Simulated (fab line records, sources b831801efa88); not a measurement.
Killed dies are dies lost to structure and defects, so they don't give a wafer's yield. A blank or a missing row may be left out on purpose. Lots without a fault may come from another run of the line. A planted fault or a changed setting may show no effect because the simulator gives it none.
Which tool did it? | flow gf180mcu | 11 lots, 33 wafers sampled, at 5 steps of a route of 602

WHAT THE GAUGES READ, wafer by wafer
GF_V2_RS_MEAS_24: measures by four-point-probe.
lot  | measured     | on            | V2_W_RS (ohm/sq)
L760 | day 21 12:11 | film_metro-03 | 0.328 0.318 0.327
L761 | day 21 23:45 | film_metro-01 | 0.329 0.313 0.316
L763 | day 22 16:49 | film_metro-02 | 0.317 0.320 0.327
L764 | day 23 02:52 | film_metro-01 | 0.330 0.324 0.334
L767 | day 24 01:39 | film_metro-01 | 0.330 0.332 0.279 0.331 0.331 0.279
L768 | day 24 05:09 | film_metro-03 | 0.332 0.279 0.331 0.332 0.280 0.332
L769 | day 24 15:50 | film_metro-03 | 0.280 0.333 0.332 0.279 0.333 0.331
L777 | day 27 05:12 | film_metro-03 | 0.331 0.329 0.329
L778 | day 27 17:14 | film_metro-02 | 0.329 0.336 0.329
L779 | day 27 18:47 | film_metro-03 | 0.332 0.328 0.322
L780 | day 27 22:11 | film_metro-01 | 0.327 0.324 0.328

GF_V2_THK_MEAS_25: measures by xrf.
lot  | measured     | on            | V2_W_THK (nm)
L760 | day 21 12:17 | film_metro-03 | 349 364 353
L761 | day 21 23:52 | film_metro-01 | 354 372 367
L763 | day 22 16:55 | film_metro-02 | 370 367 360
L764 | day 23 02:57 | film_metro-01 | 355 362 350
L767 | day 24 04:45 | film_metro-01 | 352 352 423 353 352 419
L768 | day 24 06:59 | film_metro-03 | 346 415 349 348 416 350
L769 | day 24 18:04 | film_metro-03 | 414 347 349 417 348 349
L777 | day 27 05:17 | film_metro-03 | 350 353 353
L778 | day 27 17:21 | film_metro-02 | 354 347 354
L779 | day 27 18:55 | film_metro-03 | 352 354 363
L780 | day 27 22:19 | film_metro-01 | 359 362 361

WHICH TOOL RAN EACH LOT (tool, then ch and the chambers of the sampled wafers, then the start)
lot  | GF_M2_SPUTTER_03             | GF_M2_SPUTTER_04             | GF_V2_CVD_23
L760 | pvd_sputter-02, day 19 08:56 | pvd_sputter-02, day 19 08:57 | cvd_w-02 ch 0,1, day 21 12:04
L761 | pvd_sputter-01, day 19 21:16 | pvd_sputter-01, day 19 21:17 | cvd_w-02 ch 0,1, day 21 23:38
L763 | pvd_sputter-02, day 20 14:36 | pvd_sputter-02, day 20 14:38 | cvd_w-02 ch 0,1, day 22 16:43
L764 | pvd_sputter-01, day 21 02:36 | pvd_sputter-01, day 21 02:37 | cvd_w-02 ch 0,1, day 23 02:43
L767 | pvd_sputter-02, day 22 01:24 | pvd_sputter-02, day 22 01:26 | cvd_w-02 ch 0,1, day 24 01:32
L768 | pvd_sputter-01, day 22 05:09 | pvd_sputter-01, day 22 05:10 | cvd_w-02 ch 0,1, day 24 05:02
L769 | pvd_sputter-04, day 22 16:05 | pvd_sputter-04, day 22 16:07 | cvd_w-02 ch 0,1, day 24 15:43
L777 | pvd_sputter-01, day 25 09:46 | pvd_sputter-01, day 25 09:47 | cvd_w-01 ch 0,1, day 27 05:04
L778 | pvd_sputter-04, day 25 22:26 | pvd_sputter-04, day 25 22:28 | cvd_w-01 ch 0,1, day 27 17:07
L779 | pvd_sputter-04, day 25 23:53 | pvd_sputter-04, day 25 23:54 | cvd_w-02 ch 0,1, day 27 18:41
L780 | pvd_sputter-04, day 26 03:00 | pvd_sputter-04, day 26 03:01 | cvd_w-01 ch 0,1, day 27 22:02
- GF_M2_SPUTTER_03: material Ti, target thk 10 nm, time 6.7 s.
- GF_M2_SPUTTER_04: material TiN, target thk 50 nm, time 41.7 s.
- GF_V2_CVD_23: deposits W, target thk 350 nm, time 104.94 s.

WHAT THE TOOLS THEMSELVES READ (means of the sampled wafers that have a number; where no wafer has one, the mark that the record gives instead)
GF_M2_SPUTTER_03.
lot  | tool           | throttle_valve_pct (%)
L760 | pvd_sputter-02 | 30.4
L761 | pvd_sputter-01 | 29.5
L763 | pvd_sputter-02 | 30.2
L764 | pvd_sputter-01 | 29.2
L767 | pvd_sputter-02 | 30.0
L768 | pvd_sputter-01 | 29.5
L769 | pvd_sputter-04 | 30.5
L777 | pvd_sputter-01 | 29.3
L778 | pvd_sputter-04 | 30.9
L779 | pvd_sputter-04 | 30.1
L780 | pvd_sputter-04 | 30.9

GF_M2_SPUTTER_04.
lot  | tool           | throttle_valve_pct (%)
L760 | pvd_sputter-02 | 30.4
L761 | pvd_sputter-01 | 29.6
L763 | pvd_sputter-02 | 30.1
L764 | pvd_sputter-01 | 29.3
L767 | pvd_sputter-02 | 30.1
L768 | pvd_sputter-01 | 29.5
L769 | pvd_sputter-04 | 30.3
L777 | pvd_sputter-01 | 29.3
L778 | pvd_sputter-04 | 31.2
L779 | pvd_sputter-04 | 30.1
L780 | pvd_sputter-04 | 30.9

GF_V2_CVD_23.
lot  | tool     | heater_power_w (W)
L760 | cvd_w-02 | 737
L761 | cvd_w-02 | 778
L763 | cvd_w-02 | 748
L764 | cvd_w-02 | 748
L767 | cvd_w-02 | 740
L768 | cvd_w-02 | 727
L769 | cvd_w-02 | 742
L777 | cvd_w-01 | 774
L778 | cvd_w-01 | 764
L779 | cvd_w-02 | 773
L780 | cvd_w-01 | 787

THE ANSWER, worked out from the rows above alone
Rule: what is usual is taken from the lots themselves. Put in order of their means at a reading, lots are off if they are a third of the lots or fewer, leave a main group of 4 or more, and stand apart from it by a gap of 3 or more times the standard deviation of the main group's means; of several such gaps the widest counts. A main group whose means are all the same, to the digits that the tables above print for the reading, isn't used. A lot without any number at a reading at which 4 lots or more have one is off too. The other lots that the step has rows for count as sound. The gauges are gone through in route order, then the tools' own readings, and for those a lot's mean is taken as printed above. The first step at which some lot is off is used, and at that step the reading that is off furthest; a lot without a number counts as furthest.
No lot is off at any reading shown: from this, nothing can be told.

WHAT THE SIMULATOR HAD PUT IN
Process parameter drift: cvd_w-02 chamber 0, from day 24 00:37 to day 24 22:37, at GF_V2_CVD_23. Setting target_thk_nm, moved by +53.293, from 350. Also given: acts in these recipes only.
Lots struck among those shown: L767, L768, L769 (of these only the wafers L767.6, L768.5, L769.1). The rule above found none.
